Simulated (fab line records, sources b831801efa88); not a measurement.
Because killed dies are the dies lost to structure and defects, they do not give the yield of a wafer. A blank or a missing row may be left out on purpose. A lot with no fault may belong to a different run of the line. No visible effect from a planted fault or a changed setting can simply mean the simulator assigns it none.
The tool behind it: which one? ; flow gf180mcu ; 33 wafers from 11 lots sampled at 3 of the route's 602 steps

== WHAT EACH GAUGE READ, for each wafer ==
GF_DUAL_GATE_OVL_MEAS_11.
lot;measured;on;DUAL_GATE_OVL (nm)
L166;day 10 06:12;overlay-01;2.1 1.8 2.1
L169;day 11 06:47;overlay-01;-1.8 0.5 0.4
L170;day 11 09:42;overlay-01;0.0 0.4 0.3
L171;day 11 20:46;overlay-01;-0.4 -0.4 0.3
L172;day 12 02:05;overlay-01;1.5 0.8 0.5
L173;day 12 10:11;overlay-01;-3.9 -1.6 -1.1
L174;day 12 15:30;overlay-01;0.6 -0.8 0.9
L175;day 12 21:59;overlay-01;-0.8 -0.1 -0.8
L176;day 13 04:23;overlay-01;0.9 0.8 1.1
L181;day 14 16:25;overlay-01;0.1 0.7 0.7
L182;day 15 04:17;overlay-02;-0.6 1.7 0.8

GF_HV_LDD_TW_MEAS_11.
lot;measured;on;HV_LDD_TW
L166;day 12 00:46;film metro-04;2396 2378 2392
L169;day 13 03:19;film metro-03;2437 2435 2425
L170;day 13 06:19;film metro-01;2394 2396 2414
L171;day 13 16:35;film metro-01;2397 2418 2400
L172;day 13 22:43;film metro-03;2409 2423 2424
L173;day 14 08:20;film metro-04;2405 2396 2395
L174;day 14 12:48;film metro-04;2402 2394 2398
L175;day 14 22:17;film metro-03;2408 2411 2424
L176;day 15 03:05;film metro-03;2429 2442 2422
L181;day 16 18:14;film metro-03;2413 2409 2406
L182;day 17 07:34;film metro-04;2403 2406 2418

== TOOL THAT RAN EACH LOT (tool first, then ch and the chambers of the sampled wafers, then the start) ==
lot;GF_VT_IMPLANT_STRIP_42
L166;plasma asher-01 ch 0,1, day 9 10:20
L169;plasma asher-01 ch 0,1, day 10 08:35
L170;plasma asher-01 ch 0,1, day 10 12:43
L171;plasma asher-02 ch 0,1, day 11 00:08
L172;plasma asher-01 ch 0,1, day 11 04:22
L173;plasma asher-02 ch 1, day 11 12:50
L174;plasma asher-01 ch 0,1, day 11 17:52
L175;plasma asher-04 ch 0,1, day 12 00:31
L176;plasma asher-01 ch 0, day 12 06:17
L181;plasma asher-02 ch 0,1, day 13 17:56
L182;plasma asher-04 ch 0, day 14 04:52
- GF_VT_IMPLANT_STRIP_42: strips in O2/N2.

== WHAT THE TOOLS THEMSELVES READ (means of the sampled wafers that have a number; where no wafer has one, the mark that the record gives instead) ==
GF_VT_IMPLANT_STRIP_42.
lot;tool;drypump motor current A (A);heater power w (W);n2 flow sccm (sccm);oes product au (a.u.);platen temp c (C);strip time to endpoint s (s)
L166;plasma asher-01;5.8;360;299.4;0.717;250.09;12.683
L169;plasma asher-01;5.9;345;299.8;0.716;249.91;12.681
L170;plasma asher-01;5.9;347;299.7;0.715;249.80;12.638
L171;plasma asher-02;6.3;429;298.8;0.715;250.09;12.689
L172;plasma asher-01;5.9;343;300.1;0.714;250.08;12.623
L173;plasma asher-02;6.2;453;300.7;0.717;249.62;12.648
L174;plasma asher-01;5.8;366;300.4;0.717;249.84;12.616
L175;plasma asher-04;5.2;330;301.2;0.715;250.09;12.652
L176;plasma asher-01;5.7;376;299.5;0.715;250.05;12.616
L181;plasma asher-02;6.3;397;299.2;0.712;250.06;12.664
L182;plasma asher-04;6.2;325;301.8;0.719;250.13;12.617

== THE ANSWER, worked out from the rows above alone ==
Rule: the usual values come from the lots themselves. Put in order of their means at a reading, lots are off if they are a third of the lots or fewer, leave a main group of 4 or more, and stand apart from it by a gap of 3 or more times the standard deviation of the main group's means; of several such gaps the widest counts. Not used: any main group whose means are identical at the precision the tables above print for the reading. A lot without any number at a reading at which 4 lots or more have one is off too. Any other lot the step has rows for is counted as sound. Order of review: gauges by route order, followed by the tools' own readings, for which a lot's mean as printed above is used. The first step at which some lot is off is used, and at that step the reading that is off furthest; a lot without a number counts as furthest.
Nothing can be told from this: no lot is off at any reading shown.

== WHAT HAD BEEN PUT IN BY THE SIMULATOR ==
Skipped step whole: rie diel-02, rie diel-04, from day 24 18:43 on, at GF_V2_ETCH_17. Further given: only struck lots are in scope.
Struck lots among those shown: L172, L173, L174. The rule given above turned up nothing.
